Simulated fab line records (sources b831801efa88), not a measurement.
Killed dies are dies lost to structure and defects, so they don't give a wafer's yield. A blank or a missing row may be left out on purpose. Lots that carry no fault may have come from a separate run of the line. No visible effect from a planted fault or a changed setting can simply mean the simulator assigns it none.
fab line records	flow sky130
[record] lots = 6	wafers = 18	last-day = 50
route steps=708 shown VIA1@475 METAL2@483 PAD_OPEN@708
lots that met no fault: from a run of the same line without faults
start-h: hours from the record's first day to the start of the lot's first wafer shown	wait-h: how many hours have passed since the lot's step before this one	" unchanged from the row above	L1.1+2: a row that stands for several wafers	- no value, or no start given	* or withheld: withheld	< > ~ a bound
route shown NAME@n: a module of which the file shows steps, and the number in the route of the first	usual: average and standard deviation across the fault-free wafers	same: alike in all rows	chamber/n: place in a boat	sites: the reading at each site	_std_site: standard deviation of those values	_edge_site: mean of outer sites minus mean of inner sites	radius-mm: how far each site lies from the wafer's centre	mask NAME#n: copy n	behind: the most recent tool/chamber to have shaped the wafer	hold: what put the lot on hold/how long, in hours/how the hold closed	device: the n, p or np transistor that did not switch	end of line: the route-end tests of the same wafers	a step with no rows: only its recipe	killed: at the first sort, the dies lost to defects and structure; wafer yield is something else	map: per-die view of a wafer (x killed, . not killed, _ where there is no die)
set.NAME: the setting as run; set.NAME@STEP: as run at that earlier step	model.NAME: the simulator's own value behind a step, which no gauge read
lots at some steps of the route; a table a step, a row a wafer
services: from which hour (start-h, from the record's first day; less than 0 if before it) a tool's chamber was out of use, for how many hours, and why
[[steps]]
[step SKY_VIA1_STRIP_17]
[recipe] chemistry = post-etch-residue-remover	time-s = 1200	temp-c = 72.5
[step SKY_VIA1_CLEAN_18]
[recipe] chemistry = IPA	time-s = 180	temp-c = 25
[step SKY_VIA1_CLEAN_19]
[recipe] chemistry = O3/DIW	dry = n2-spin
[step SKY_VIA1_SPUTTER_20]
[recipe] material = TiN	target-thk-nm = 20	chamber-pressure-pa = 5	power-w = 4000	time-s = 80
[step SKY_VIA1_CVD_21]
[recipe] material = W	target-thk-nm = 270	time-s = 80.902	temp-c = 400	pressure-torr = 40
[usual] heater-power-w = 925/74
lot.wafer	tool	chamber	start-h	wait-h	heater-power-w
L252.1	cvd-w-01	0	813.50	0.0	833
L252.3	"	1	"	"	923
L252.4	"	0	"	"	830
L260.3	cvd-w-02	0	871.55	0.1	904
L260.4	"	1	"	"	1026
L260.6	"	1	"	"	1034
L263.3	cvd-w-01	0	890.10	0.1	824
L263.5	"	0	"	"	865
L263.6	"	1	"	"	920
L268.3	cvd-w-01	1	919.10	0.1	868
L268.5	"	0	"	"	855
L268.6	"	1	"	"	878
L272.3	cvd-w-02	0	962.76	0.1	917
L272.5	"	0	"	"	913
L272.6	"	1	"	"	1037
L273.3	cvd-w-01	1	974.78	0.1	885
L273.5	"	1	"	"	866
L273.6	"	0	"	"	882
[step SKY_VIA1_RS_MEAS_22]
[recipe] thk-meas-gauge = four-point-probe	reads = W_of_VIA1_CVD_21+TiN_of_VIA1_SPUTTER_20
[usual] VIA1_W_RS = 0.428/0.0035
lot.wafer	tool	chamber	start-h	wait-h	VIA1_W_RS[ohm/sq]
L252.1	film-metro-04	-	813.60	0.1	0.420
L252.3	"	-	"	"	0.423
L252.4	"	-	"	"	0.421
L260.3	film-metro-04	-	871.65	0.1	0.429
L260.4	"	-	"	"	0.429
L260.6	"	-	"	"	0.430
L263.3	film-metro-04	-	890.20	0.1	0.424
L263.5	"	-	"	"	0.434
L263.6	"	-	"	"	0.425
L268.3	film-metro-03	-	919.20	0.1	0.424
L268.5	"	-	"	"	0.432
L268.6	"	-	"	"	0.429
L272.3	film-metro-01	-	962.86	0.1	0.431
L272.5	"	-	"	"	0.433
L272.6	"	-	"	"	0.428
L273.3	film-metro-03	-	974.88	0.1	0.431
L273.5	"	-	"	"	0.430
L273.6	"	-	"	"	0.426
[step SKY_VIA1_THK_MEAS_23]
[recipe] thk-meas-gauge = xrf	reads = W_of_VIA1_CVD_21
[usual] VIA1_W_THK = 267/3.5
lot.wafer	tool	chamber	start-h	wait-h	VIA1_W_THK[nm]
L252.1	film-metro-04	-	813.72	0.1	268
L252.3	"	-	"	"	266
L252.4	"	-	"	"	268
L260.3	film-metro-04	-	871.75	0.1	263
L260.4	"	-	"	"	262
L260.6	"	-	"	"	262
L263.3	film-metro-04	-	890.30	0.1	264
L263.5	"	-	"	"	259
L263.6	"	-	"	"	264
L268.3	film-metro-03	-	919.30	0.1	272
L268.5	"	-	"	"	269
L268.6	"	-	"	"	271
L272.3	film-metro-01	-	962.96	0.1	263
L272.5	"	-	"	"	263
L272.6	"	-	"	"	265
L273.3	film-metro-03	-	974.98	0.1	269
L273.5	"	-	"	"	269
L273.6	"	-	"	"	271
[step SKY_VIA1_CMP_24]
[recipe] stop-on = SiO2	t-overpolish-s = 15	down-force-psi = 3.5	platen-rpm = 60	target-thk-nm = 0	pad-velocity-m-s = 0.94248
[usual] motor-current-A = 10.6/0.96	overpolish-run-s = 15.002/0.0084	time-to-endpoint-s = 63/3.9
lot.wafer	tool	chamber	start-h	wait-h	motor-current-A	overpolish-run-s	time-to-endpoint-s
L252.3	cmp-02	2	813.78	0.0	10.2	15.005	62
L252.1	"	3	"	"	12.4	14.984	64
L252.4	"	1	"	"	9.1	15.004	70
L260.4	cmp-02	3	871.92	0.1	12.3	14.994	65
L260.3	"	0	"	"	10.8	15.009	67
L260.6	"	3	"	"	12.4	15.009	65
L263.3	cmp-01	3	890.49	0.2	10.0	14.989	69
L263.6	"	0	"	"	10.4	14.997	64
L263.5	"	1	"	"	11.0	15.007	65
L268.3	cmp-01	1	919.39	0.1	10.5	15.006	66
L268.5	"	0	"	"	10.3	15.004	62
L268.6	"	1	"	"	10.4	15.004	63
L272.3	cmp-02	2	963.05	0.1	9.8	15.007	55
L272.6	"	1	"	"	8.9	15.007	62
L272.5	"	2	"	"	10.2	14.992	55
L273.3	cmp-01	0	975.02	0.0	10.6	15.003	63
L273.6	"	0	"	"	10.6	15.006	64
L273.5	"	1	"	"	10.8	15.001	64
[step SKY_METAL2_SPUTTER_00]
[recipe] material = Ti	target-thk-nm = 15	power-w = 3000	time-s = 10	chamber-pressure-pa = 0.4
[step SKY_METAL2_SPUTTER_01]
[recipe] material = TiN	target-thk-nm = 20	power-w = 6500	time-s = 16.7	chamber-pressure-pa = 0.4
[step SKY_METAL2_SPUTTER_02]
[recipe] material = AlCu	target-thk-nm = 250	power-w = 10600	time-s = 13.3	chamber-pressure-pa = 0.4
[usual] chamber-pressure-pa = 0.3999/0.00075	throttle-valve-pct = 30.0/1.4
lot.wafer	tool	chamber	start-h	wait-h	chamber-pressure-pa	throttle-valve-pct
L252.1	pvd-sputter-01	-	814.13	0.0	0.3993	30.6
L252.3	"	-	"	"	0.3993	30.3
L252.4	"	-	"	"	0.3991	29.1
L260.3	pvd-sputter-02	-	872.27	0.0	0.4000	32.7
L260.4	"	-	"	"	0.3991	29.1
L260.6	"	-	"	"	0.3999	27.9
L263.3	pvd-sputter-03	-	890.69	0.0	0.3996	30.1
L263.5	"	-	"	"	0.4014	28.9
L263.6	"	-	"	"	0.4000	29.7
L268.3	pvd-sputter-02	-	919.69	0.0	0.4006	28.8
L268.5	"	-	"	"	0.3987	29.5
L268.6	"	-	"	"	0.3979	27.7
L272.3	pvd-sputter-03	-	963.35	0.0	0.3990	29.8
L272.5	"	-	"	"	0.3992	30.2
L272.6	"	-	"	"	0.3997	28.5
L273.3	pvd-sputter-03	-	975.37	0.0	0.3998	30.2
L273.5	"	-	"	"	0.4009	28.6
L273.6	"	-	"	"	0.4006	29.5
[step SKY_METAL2_SPUTTER_03]
[recipe] material = Ti	target-thk-nm = 5	power-w = 3000	time-s = 3.3	chamber-pressure-pa = 0.4
[step SKY_METAL2_SPUTTER_04]
[recipe] material = TiN	target-thk-nm = 70	power-w = 6500	time-s = 58.3	chamber-pressure-pa = 0.4
[usual] chamber-pressure-pa = 0.4000/0.00068	throttle-valve-pct = 29.9/1.4
lot.wafer	tool	chamber	start-h	wait-h	chamber-pressure-pa	throttle-valve-pct	model.TiN_of_METAL2_SPUTTER_04.thk-nm
L252.1	pvd-sputter-01	-	814.18	0.0	0.4005	30.5	70.5
L252.3	"	-	"	"	0.3991	30.4	70.87
L252.4	"	-	"	"	0.3999	29.1	71.15
L260.3	pvd-sputter-02	-	872.31	0.0	0.4013	32.7	71.53
L260.4	"	-	"	"	0.4005	29.2	71.43
L260.6	"	-	"	"	0.3997	27.7	71.26
L263.3	pvd-sputter-03	-	890.73	0.0	0.4004	29.9	70.8
L263.5	"	-	"	"	0.3987	28.5	70.21
L263.6	"	-	"	"	0.3993	29.3	70.58
L268.3	pvd-sputter-02	-	919.73	0.0	0.4003	29.0	69.84
L268.5	"	-	"	"	0.4000	29.9	68.8
L268.6	"	-	"	"	0.3999	27.6	69.43
L272.3	pvd-sputter-03	-	963.39	0.0	0.3017	34.4	71.96
L272.5	"	-	"	"	0.3030	34.8	72.26
L272.6	"	-	"	"	0.3025	33.3	71.98
L273.3	pvd-sputter-03	-	975.42	0.0	0.3014	34.4	71.98
L273.5	"	-	"	"	0.3013	33.6	71.72
L273.6	"	-	"	"	0.3015	33.9	71.86
[step SKY_METAL2_RS_MEAS_05]
[recipe] thk-meas-gauge = four-point-probe	reads = TiN_of_METAL2_SPUTTER_04+Ti_of_METAL2_SPUTTER_03+AlCu_of_METAL2_SPUTTER_02+TiN_of_METAL2_SPUTTER_01+Ti_of_METAL2_SPUTTER_00
[usual] METAL2_ALCU_RS = 0.1268/0.0013
lot.wafer	tool	chamber	start-h	wait-h	METAL2_ALCU_RS[ohm/sq]
L252.1	film-metro-02	-	814.23	0.0	0.1256
L252.3	"	-	"	"	0.1252
L252.4	"	-	"	"	0.1271
L260.3	film-metro-01	-	872.40	0.1	0.1269
L260.4	"	-	"	"	0.1262
L260.6	"	-	"	"	0.1265
L263.3	film-metro-01	-	890.82	0.1	0.1277
L263.5	"	-	"	"	0.1276
L263.6	"	-	"	"	0.1274
L268.3	film-metro-01	-	919.82	0.1	0.1281
L268.5	"	-	"	"	0.1275
L268.6	"	-	"	"	0.1281
L272.3	film-metro-01	-	963.48	0.1	0.1277
L272.5	"	-	"	"	0.1274
L272.6	"	-	"	"	0.1270
L273.3	film-metro-01	-	975.50	0.1	0.1283
L273.5	"	-	"	"	0.1262
L273.6	"	-	"	"	0.1271
[step SKY_METAL2_THK_MEAS_06]
[recipe] thk-meas-gauge = xrf	reads = AlCu_of_METAL2_SPUTTER_02
[usual] METAL2_ALCU_THK = 253.5/2.8
lot.wafer	tool	chamber	start-h	wait-h	METAL2_ALCU_THK[nm]
L252.1	film-metro-02	-	814.35	0.1	253.5
L252.3	"	-	"	"	256.6
L252.4	"	-	"	"	252.1
L260.3	film-metro-01	-	872.50	0.1	253.9
L260.4	"	-	"	"	254.8
L260.6	"	-	"	"	258.0
L263.3	film-metro-01	-	890.92	0.1	253.3
L263.5	"	-	"	"	251.6
L263.6	"	-	"	"	251.5
L268.3	film-metro-01	-	919.92	0.1	251.4
L268.5	"	-	"	"	255.0
L268.6	"	-	"	"	252.8
L272.3	film-metro-01	-	963.58	0.1	250.6
L272.5	"	-	"	"	250.5
L272.6	"	-	"	"	252.1
L273.3	film-metro-01	-	975.60	0.1	249.3
L273.5	"	-	"	"	253.9
L273.6	"	-	"	"	252.4
[step SKY_METAL2_DEHYDRATE_07]
[recipe] temp-c = 200	time-s = 60
[step SKY_METAL2_HMDS_08]
[recipe] prime-time-s = 60	prime-temp-c = 120
[step SKY_METAL2_COAT_09]
[recipe] resist = BARC	temp-c = withheld	time-s = withheld	spin-rpm = 3000	resist-thk-nm = 60
[step SKY_METAL2_COAT_10]
[recipe] resist = KrF-thick	spin-rpm = 3000	resist-thk-nm = 450
[step SKY_METAL2_SOFTBAKE_11]
[recipe] temp-c = 100	time-s = 90	resist = KrF-thick
[step SKY_METAL2_EXPOSE_12]
[recipe] mask-id = MM2	na = 0.8	source-shape = annular	sigma-inner = 0.55	sigma-outer = 0.85	target-cd-nm = 140	dose-mj = 28
[step SKY_METAL2_PEB_13]
[recipe] peb-temp-c = withheld	peb-time-s = withheld	resist = KrF-thick
[step SKY_METAL2_DEVELOP_14]
[recipe] develop-time-s = 60	resist = KrF-thick	dev-temp-c = 21
[step SKY_METAL2_CD_MEAS_15]
[recipe] target-cd-nm = 140
[usual] cd-nm = 140.5/1.6
lot.wafer	tool	chamber	start-h	wait-h	cd-nm
L252.1	cd-sem-02	-	839.19	-	141.3
L252.3	"	-	"	"	140.9
L252.4	"	-	"	"	140.3
L260.3	cd-sem-02	-	898.14	-	139.1
L260.4	"	-	"	"	138.8
L260.6	"	-	"	"	139.6
L263.3	cd-sem-01	-	915.96	-	140.5
L263.5	"	-	"	"	140.1
L263.6	"	-	"	"	139.3
L268.3	cd-sem-01	-	943.96	-	143.5
L268.5	"	-	"	"	141.0
L268.6	"	-	"	"	140.8
L272.3	cd-sem-01	-	987.19	-	140.8
L272.5	"	-	"	"	140.7
L272.6	"	-	"	"	139.4
L273.3	cd-sem-01	-	999.04	-	138.4
L273.5	"	-	"	"	139.2
L273.6	"	-	"	"	138.7
[step SKY_METAL2_OVL_MEAS_16]
[usual] METAL2_OVL = 0/4.5
lot.wafer	tool	chamber	start-h	wait-h	METAL2_OVL[nm]
L252.1	overlay-01	-	839.31	0.1	2
L252.3	"	-	"	"	-1
L252.4	"	-	"	"	-8
L260.3	overlay-01	-	898.23	0.1	-4
L260.4	"	-	"	"	-6
L260.6	"	-	"	"	-7
L263.3	overlay-02	-	916.05	0.1	-10
L263.5	"	-	"	"	-11
L263.6	"	-	"	"	-8
L268.3	overlay-02	-	944.05	0.1	3
L268.5	"	-	"	"	0
L268.6	"	-	"	"	-5
L272.3	overlay-01	-	987.28	0.1	2
L272.5	"	-	"	"	3
L272.6	"	-	"	"	-1
L273.3	overlay-01	-	999.13	0.1	1
L273.5	"	-	"	"	-4
L273.6	"	-	"	"	6
[step SKY_METAL2_DESCUM_17]
[recipe] chemistry = O2	source-power-w = 150	bias-power-w = 0	pressure-mtorr = 10	temp-c = 40	time-s = 8
[usual] drypump-motor-current-A = 5.7/0.57	oes-product-au = 0.998/0.012	temp-c = 39.99/0.11
[same] bias-power-w = 0
lot.wafer	tool	chamber	start-h	wait-h	drypump-motor-current-A	oes-product-au	rf-hours-counter-h	temp-c
L252.1	rie-metal-02	0	839.35	0.0	5.0	0.972	3	40.10
L252.3	"	0	"	"	5.0	0.975	-	40.12
L252.4	"	1	"	"	5.8	0.985	-	39.83
L260.3	rie-metal-02	1	898.26	0.0	5.9	1.000	-	40.07
L260.4	"	0	"	"	5.0	0.986	-	40.08
L260.6	"	0	"	"	5.0	0.983	-	39.82
L263.3	rie-metal-03	1	916.08	0.0	5.0	1.009	-	39.92
L263.5	"	0	"	"	6.3	0.996	-	40.02
L263.6	"	1	"	"	5.0	1.012	-	39.93
L268.3	rie-metal-04	1	944.08	0.0	5.6	0.995	-	40.02
L268.5	"	1	"	"	5.6	0.991	-	39.89
L268.6	"	0	"	"	6.5	1.007	-	40.25
L272.3	rie-metal-03	0	987.31	0.0	6.3	1.000	-	39.93
L272.5	"	1	"	"	5.0	1.006	-	40.12
L272.6	"	0	"	"	6.2	0.995	-	39.98
L273.3	rie-metal-03	0	999.16	0.0	6.3	1.003	-	40.13
L273.5	"	1	"	"	5.0	1.009	-	39.96
L273.6	"	0	"	"	6.2	1.000	-	40.11
[step SKY_METAL2_ETCH_18]
[recipe] chemistry = N2/H2	target = BARC	ion-energy-ev = 200	bias-w = 100	pressure-mtorr = 30	n2-flow-sccm = 100	h2-flow-sccm = 200	icp-w = 500	stop-on = SiO2	time-s = 45.9	target-depth-a = 600
[step SKY_METAL2_METAL_ETCH_19]
[recipe] target-depth-a = 3600	stop-on = SiO2	over-etch-frac = 0.3	time-s = 78	chemistry = Cl2/BCl3	resist-sidewall-deg = 88	pressure-mtorr = 10	icp-w = 900	bias-w = 48.5	Cl2_flow_sccm = 60	bcl3-flow-sccm = 30
[step SKY_METAL2_STRIP_20]
[recipe] chemistry = O2/N2	power-w = 1400	pressure-mtorr = 1500	platen-temp-c = withheld	o2-flow-sccm = 3000	n2-flow-sccm = 300	overash-fraction = 0.5
[usual] drypump-motor-current-A = 5.8/0.43	oes-product-au = 0.343/0.0052	strip-time-to-endpoint-s = 2.70/0.044
lot.wafer	tool	chamber	start-h	wait-h	drypump-motor-current-A	oes-product-au	rf-hours-counter-h	strip-time-to-endpoint-s
L252.1	plasma-asher-03	1	839.54	0.1	5.7	0.345	10	2.73
L252.3	"	0	"	"	6.3	0.334	-	2.74
L252.4	"	1	"	"	5.7	0.350	-	2.70
L260.3	plasma-asher-02	1	898.47	0.1	5.5	0.340	-	2.71
L260.4	"	0	"	"	5.9	0.338	-	2.71
L260.6	"	0	"	"	5.9	0.341	-	2.72
L263.3	plasma-asher-02	0	916.29	0.1	5.9	0.350	-	2.67
L263.5	"	1	"	"	5.5	0.342	-	2.71
L263.6	"	0	"	"	5.9	0.336	-	2.67
L268.3	plasma-asher-03	1	944.29	0.1	5.7	0.343	-	2.74
L268.5	"	0	"	"	6.3	0.340	-	2.73
L268.6	"	1	"	"	5.7	0.345	-	2.66
L272.3	plasma-asher-02	0	987.52	0.1	5.9	0.343	-	2.71
L272.5	"	1	"	"	5.5	0.336	-	2.68
L272.6	"	0	"	"	5.9	0.345	-	2.73
L273.3	plasma-asher-01	0	999.37	0.1	4.9	0.339	-	2.65
L273.5	"	1	"	"	6.2	0.342	-	2.64
L273.6	"	0	"	"	4.9	0.333	-	2.65
[step SKY_METAL2_STRIP_21]
[recipe] chemistry = post-etch-residue-remover	time-s = 1200	temp-c = 72.5
[usual] bath-heat-duty-pct = 13.3/1.5	temp-c = 72.50/0.14
lot.wafer	tool	chamber	start-h	wait-h	bath-heat-duty-pct	temp-c	model.TiN_of_METAL2_SPUTTER_04.thk-nm
L252.1	wet-bench-02	3	839.64	0.1	12.7	72.63	70.08
L252.3	"	3	"	"	12.4	72.74	70.45
L252.4	"	3	"	"	11.4	72.50	70.73
L260.3	wet-bench-01	2	898.54	0.0	13.0	72.39	71.11
L260.4	"	2	"	"	12.4	72.36	71
L260.6	"	2	"	"	13.2	72.30	70.84
L263.3	wet-bench-02	3	916.36	0.0	12.6	72.43	70.37
L263.5	"	3	"	"	11.6	72.40	69.79
L263.6	"	3	"	"	11.8	72.46	70.16
L268.3	wet-bench-01	3	944.36	0.0	11.2	72.47	69.42
L268.5	"	3	"	"	11.7	72.69	68.37
L268.6	"	3	"	"	11.9	72.50	69.01
L272.3	wet-bench-02	3	987.59	0.0	13.5	72.60	71.54
L272.5	"	3	"	"	12.8	72.60	71.84
L272.6	"	3	"	"	12.3	72.55	71.55
L273.3	wet-bench-01	0	999.44	0.0	15.7	72.47	71.55
L273.5	"	0	"	"	13.7	72.44	71.3
L273.6	"	0	"	"	15.1	72.49	71.43
[step SKY_METAL2_CLEAN_22]
[recipe] chemistry = IPA	time-s = 180	temp-c = 25
[step SKY_PAD_OPEN_PROBE_99]
[usual] defect-limited-yield = 82.4/1.9	killed_at_M0_to_M3 = 44/7.2	killed_at_M4_up = 3.4/2.1	killed-at-contacts = 24/5.5	killed-at-front-end = 15/4.6	killed-at-other = 0.4/0.64	killed-dies = 86/9.1	killed-open = 47/7.5	killed-short = 39/5.8	sort_bin_3_pad_short = 0.9/0.41	sort_bin_5_function = 10.4/1.5	sort_bin_6_memory = 6.3/1.2	sort-n-pass = 406/9.1	sort-yield-pct = 82.4/1.9
[same] gross-dies = 492	killed-at-back-side = 0	sort_bin_4_leakage[%] = 0	sort_bin_8_speed[%] = 0
lot.wafer	tool	chamber	start-h	wait-h	defect-limited-yield[%]	killed_at_M0_to_M3	killed_at_M4_up	killed-at-contacts	killed-at-front-end	killed-at-other	killed-dies	killed-open	killed-short	sort_bin_3_pad_short[%]	sort_bin_5_function[%]	sort_bin_6_memory[%]	sort-n-pass	sort-yield-pct[%]
L252.1	prober-01	-	1089.68	0.1	84.3	40	4	21	12	0	77	43	34	0.8	9.8	5.1	415	84.3
L252.3	prober-01	-	1089.78	0.2	80.9	35	3	29	27	0	94	49	45	0.8	11.2	7.1	398	80.9
L252.4	prober-01	-	1089.83	0.2	81.3	50	3	20	19	0	92	49	43	1.4	10.4	6.9	400	81.3
L260.3	prober-01	-	1135.96	0.2	80.3	57	6	22	11	1	97	55	42	1.0	12.0	6.7	395	80.3
L260.4	prober-01	-	1136.01	0.2	83.5	38	2	30	11	0	81	47	34	0.2	8.7	7.5	411	83.5
L260.6	prober-01	-	1136.11	0.2	85.0	40	3	22	9	0	74	39	35	1.0	9.6	4.5	418	85.0
L263.3	prober-01	-	1148.61	0.2	81.7	45	4	25	15	1	90	57	31	0.6	13.2	4.5	402	81.7
L263.5	prober-01	-	1148.71	0.2	80.3	44	2	34	15	2	97	49	48	1.6	11.2	6.9	395	80.3
L263.6	prober-01	-	1148.76	0.2	82.9	42	1	28	11	2	84	51	31	1.4	10.4	5.3	408	82.9
L268.3	prober-01	-	1170.96	0.2	81.5	44	3	34	9	1	91	51	40	0.6	10.8	7.1	401	81.5
L268.5	prober-01	-	1171.06	0.2	86.0	33	4	22	10	0	69	34	35	0.8	9.1	4.1	423	86.0
L268.6	prober-01	-	1171.11	0.2	80.9	48	9	23	14	0	94	44	50	1.0	10.0	8.1	398	80.9
L272.3	prober-01	-	1199.61	0.2	80.1	44	4	30	20	0	98	51	47	1.2	11.6	7.1	394	80.1
L272.5	prober-01	-	1199.71	0.2	81.3	41	6	23	21	1	92	41	50	1.0	10.2	7.5	400	81.3
L272.6	prober-01	-	1199.76	0.2	82.7	36	0	31	18	0	85	47	38	0.4	10.6	6.3	407	82.7
L273.3	prober-01	-	1205.57	0.2	80.5	61	2	16	17	0	96	51	44	0.4	12.2	6.9	396	80.5
L273.5	prober-01	-	1205.67	0.2	81.5	48	4	18	21	0	91	62	29	0.6	9.8	8.1	401	81.5
L273.6	prober-01	-	1205.72	0.2	79.3	45	4	39	14	0	102	56	46	0.4	13.4	6.9	390	79.3
// killed by level:class
L252.1 CONTACT:geometric-particle:open=10 LI_CONTACT:geometric-particle:open=6 VIA1:geometric-particle:open=6 VIA3:geometric-particle:open=6 FIELD_ISO:geometric-particle:open=4 POLY_GATE:geometric-particle:short=4 METAL1:geometric-particle:short=4 VIA1:geometric-particle:short=4
L252.3 CONTACT:geometric-particle:short=10 METAL1:geometric-particle:short=8 CONTACT:geometric-particle:open=8 FIELD_ISO:geometric-particle:short=7 POLY_GATE:geometric-particle:open=7 LI_CONTACT:geometric-particle:open=7 VIA1:geometric-particle:open=7 VIA3:geometric-particle:open=6
L252.4 VIA3:geometric-particle:open=12 VIA1:geometric-particle:open=10 METAL1:geometric-particle:short=7 METAL2:geometric-particle:short=7 POLY_GATE:geometric-particle:short=6 CONTACT:geometric-particle:open=6 LI_CONTACT:geometric-particle:open=5 VIA2:geometric-particle:open=5
L260.3 VIA1:geometric-particle:open=11 VIA2:geometric-particle:open=10 LI_CONTACT:geometric-particle:open=8 METAL2:geometric-particle:short=7 CONTACT:geometric-particle:open=7 VIA3:geometric-particle:open=7 METAL4:geometric-particle:short=6 VIA2:geometric-particle:short=6
L260.4 CONTACT:geometric-particle:open=11 VIA1:geometric-particle:open=11 LI_CONTACT:geometric-particle:open=8 METAL2:geometric-particle:short=8 VIA2:geometric-particle:open=5 POLY_GATE:geometric-particle:short=4 LOCAL_INTERCONNECT:geometric-particle:short=4 CONTACT:geometric-particle:short=3
L260.6 CONTACT:geometric-particle:open=10 METAL2:geometric-particle:short=8 VIA3:geometric-particle:short=6 VIA3:geometric-particle:open=6 VIA1:geometric-particle:open=5 VIA2:geometric-particle:open=5 LI_CONTACT:geometric-particle:open=4 CONTACT:geometric-particle:short=4
L263.3 VIA2:geometric-particle:open=10 VIA3:geometric-particle:open=9 LI_CONTACT:geometric-particle:open=8 CONTACT:geometric-particle:open=8 VIA1:geometric-particle:open=6 FIELD_ISO:geometric-particle:open=5 VIA1:geometric-particle:short=5 CONTACT:geometric-particle:short=4
L263.5 CONTACT:geometric-particle:open=13 VIA1:geometric-particle:open=10 METAL1:geometric-particle:short=8 LI_CONTACT:geometric-particle:open=8 VIA3:geometric-particle:open=6 FIELD_ISO:geometric-particle:short=5 LI_CONTACT:geometric-particle:short=4 LOCAL_INTERCONNECT:geometric-particle:short=4
L263.6 VIA1:geometric-particle:open=15 LI_CONTACT:geometric-particle:open=8 VIA2:geometric-particle:open=8 CONTACT:geometric-particle:open=6 LI_CONTACT:geometric-particle:short=5 CONTACT:geometric-particle:short=5 VIA1:geometric-particle:short=5 VIA3:geometric-particle:open=5
L268.3 LI_CONTACT:geometric-particle:open=12 CONTACT:geometric-particle:open=8 VIA2:geometric-particle:open=8 VIA1:geometric-particle:open=7 VIA3:geometric-particle:open=6 METAL2:geometric-particle:short=6 LI_CONTACT:geometric-particle:short=5 VIA1:geometric-particle:short=5
L268.5 CONTACT:geometric-particle:open=12 METAL1:geometric-particle:short=7 METAL2:geometric-particle:short=5 POLY_GATE:geometric-particle:short=4 LI_CONTACT:geometric-particle:open=4 VIA1:geometric-particle:open=4 METAL2:geometric-particle:open=3 VIA1:geometric-particle:short=3
L268.6 CONTACT:geometric-particle:open=8 VIA1:geometric-particle:open=8 METAL2:geometric-particle:short=8 VIA3:geometric-particle:open=8 POLY_GATE:geometric-particle:short=6 METAL1:geometric-particle:short=6 METAL4:geometric-particle:short=6 LI_CONTACT:geometric-particle:short=5
L272.3 LI_CONTACT:geometric-particle:open=9 VIA1:geometric-particle:open=9 VIA1:geometric-particle:short=9 CONTACT:geometric-particle:open=7 POLY_GATE:geometric-particle:short=6 CONTACT:geometric-particle:short=6 VIA3:geometric-particle:open=6 FIELD_ISO:geometric-particle:short=4
L272.5 VIA1:geometric-particle:open=7 LI_CONTACT:geometric-particle:open=7 VIA2:geometric-particle:open=7 FIELD_ISO:geometric-particle:short=6 LI_CONTACT:geometric-particle:short=5 CONTACT:geometric-particle:short=5 METAL1:geometric-particle:short=5 FIELD_ISO:geometric-particle:open=4
L272.6 LI_CONTACT:geometric-particle:open=10 VIA1:geometric-particle:open=8 CONTACT:geometric-particle:open=7 LI_CONTACT:geometric-particle:short=5 CONTACT:geometric-particle:short=5 VIA3:geometric-particle:open=5 FIELD_ISO:geometric-particle:open=4 FIELD_ISO:geometric-particle:short=4
L273.3 VIA1:geometric-particle:open=16 METAL1:geometric-particle:short=10 CONTACT:geometric-particle:open=7 VIA3:geometric-particle:open=7 VIA2:geometric-particle:open=6 VIA1:geometric-particle:short=5 FIELD_ISO:geometric-particle:open=4 POLY_GATE:geometric-particle:open=4
L273.5 VIA2:geometric-particle:open=12 VIA1:geometric-particle:open=9 FIELD_ISO:geometric-particle:open=8 LI_CONTACT:geometric-particle:open=7 CONTACT:geometric-particle:open=6 VIA3:geometric-particle:open=5 METAL1:geometric-particle:short=5 POLY_GATE:geometric-particle:open=4
L273.6 CONTACT:geometric-particle:open=13 VIA3:geometric-particle:open=9 CONTACT:geometric-particle:short=8 VIA1:geometric-particle:open=8 METAL1:geometric-particle:short=8 VIA2:geometric-particle:open=7 FIELD_ISO:geometric-particle:open=6 LOCAL_INTERCONNECT:geometric-particle:short=6
[[services]]
tool	chamber	start-h	hours	kind
pvd-sputter-02	-	833.84	10.5	repair
cvd-w-02	0	851.03	3.8	repair
rie-metal-02	-	852.18	1.4	pm
rie-metal-02	-	853.71	0.4	repair
rie-metal-02	1	858.75	16.7	repair
cmp-01	-	867.64	3.6	pm
pvd-sputter-02	-	870.29	1.8	repair
cmp-01	-	871.36	1.3	repair
cvd-w-01	0	884.79	3.7	repair
plasma-asher-02	-	899.08	2.8	pm
cvd-w-01	-	904.00	14.0	pm
cvd-w-01	-	908.80	1.5	repair
cmp-01	-	912.00	4.0	pm
cmp-01	-	921.31	1.1	repair
plasma-asher-02	-	923.64	3.9	repair
cmp-02	-	941.45	0.8	repair
pvd-sputter-03	-	948.65	3.2	repair
cvd-w-01	-	952.58	2.8	pm
plasma-asher-02	-	963.21	4.3	repair
rie-metal-03	0	981.20	4.2	repair
cvd-w-01	1	983.77	3.8	repair
cvd-w-01	-	990.82	0.8	repair
pvd-sputter-03	-	993.38	1.1	repair
cmp-02	-	993.98	0.6	repair
[[key]]
[first-sign] step = SKY_METAL2_SPUTTER_04	reading = chamber-pressure-pa	direction = down	sigmas = 99+	usual = 0.4000	struck = 0.3019
[effect] step = SKY_METAL2_SPUTTER_04	reading = throttle-valve-pct	direction = up	sigmas = 2.9	usual = 29.9	struck = 34.1
[model-effect] step = SKY_METAL2_SPUTTER_04	value = TiN_of_METAL2_SPUTTER_04.thk-nm	without = 69.36	struck = 71.96
[model-effect] step = SKY_METAL2_STRIP_21	value = TiN_of_METAL2_SPUTTER_04.thk-nm	without = 68.93	struck = 71.54
met-at SKY_METAL2_SPUTTER_04
struck-wafers L272.3,L272.5,L272.6,L273.3,L273.5,L273.6
onset-between 890.73 963.39
[fault] kind = process-parameter-drift	tool = pvd-sputter-03	chamber = -	onset-h = 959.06	steps = SKY_METAL2_SPUTTER_04	channel = chamber-pressure-pa	offset = -0.098413	shape = step	end-h = 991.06	acts-in = these-recipes-only	stated = 0.4
